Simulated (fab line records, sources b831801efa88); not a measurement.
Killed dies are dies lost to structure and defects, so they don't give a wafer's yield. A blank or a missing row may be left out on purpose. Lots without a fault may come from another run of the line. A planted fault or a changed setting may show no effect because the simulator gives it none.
Chamber matching | flow sky130 | SKY_FIELD_ISO_CMP_27 on cmp-02: 4 sister chambers
The step polishes, stops on Si3N4, t overpolish 16 s, target thk 457.8 nm. 18 wafers are shown with their chamber, then 9 later ones without.

WAFERS WITH THEIR CHAMBER
wafer  | chamber | motor_current_A (A) | time_to_endpoint_s (s) | overpolish_run_s (s)
L226.1 | 2       | 12.1                | 111                    | 15.992
L226.4 | 3       | 10.7                | 120                    | 15.991
L226.6 | 3       | 10.5                | 120                    | 16.000
L231.2 | 0       | 11.8                | 121                    | 16.010
L231.3 | 2       | 12.0                | 110                    | 16.019
L231.4 | 3       | 10.2                | 121                    | 16.011
L232.1 | 2       | 12.5                | 107                    | 16.008
L232.3 | 1       | 13.6                | 112                    | 16.002
L232.5 | 1       | 13.4                | 111                    | 15.994
L233.1 | 1       | 13.7                | 111                    | 16.004
L233.4 | 3       | 10.3                | 118                    | 15.994
L233.5 | 3       | 10.1                | 123                    | 16.000
L235.1 | 1       | 13.3                | 107                    | 15.984
L235.3 | 0       | 11.4                | 113                    | 15.993
L235.6 | 2       | 12.1                | 101                    | 15.992
L241.3 | 3       | 10.4                | 111                    | 15.981
L241.4 | 0       | 11.9                | 107                    | 16.005
L241.6 | 0       | 12.1                | 110                    | 16.012

SIGNATURES (means of the wafers above)
reading            | chamber 0 | chamber 1 | chamber 2 | chamber 3 | scatter within a chamber
motor_current_A    | 11.800    | 13.500    | 12.175    | 10.367    | 0.23
time_to_endpoint_s | 112.75    | 110.25    | 107.25    | 118.83    | 4.4
overpolish_run_s   | 16.00500  | 15.99600  | 16.00275  | 15.99617  | 0.0103
Rule: a wafer's distance from a chamber is the root of the sum, over the readings, of the square of ((its reading less the chamber's mean) divided by the reading's scatter). The wafer belongs to the nearest chamber; if the next one is less than 2 further off, it can't be placed. The scatter: the root of (the sum of the squares of (reading less its chamber's mean) over the shown wafers, divided by (wafers less chambers)).

WAFERS WITHOUT THEIR CHAMBER
wafer  | motor_current_A (A) | time_to_endpoint_s (s) | overpolish_run_s (s)
L242.1 | 10.5                | 114                    | 16.001
L242.2 | 12.6                | 113                    | 16.006
L242.4 | 11.7                | 104                    | 16.008
L245.1 | 10.6                | 114                    | 15.987
L245.4 | 12.2                | 97                     | 16.003
L245.5 | 10.7                | 111                    | 16.010
L249.2 | 10.5                | 117                    | 15.991
L249.3 | 12.7                | 106                    | 15.997
L249.6 | 12.3                | 103                    | 16.010

WHICH CHAMBER EACH WENT THROUGH
wafer  | from the rows above          | in truth
L242.1 | 3                            | 3
L242.2 | can't be placed: 2 or 0 or 1 | 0
L242.4 | can't be placed: 0 or 2      | 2
L245.1 | 3                            | 3
L245.4 | can't be placed: 2 or 0      | 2
L245.5 | 3                            | 3
L249.2 | 3                            | 3
L249.3 | can't be placed: 2 or 1 or 0 | 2
L249.6 | can't be placed: 2 or 0      | 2
Placed correctly: 4 of 9. Can't be placed from these rows: 5 (the true chamber is among the candidates in 5). Placed wrongly: 0.
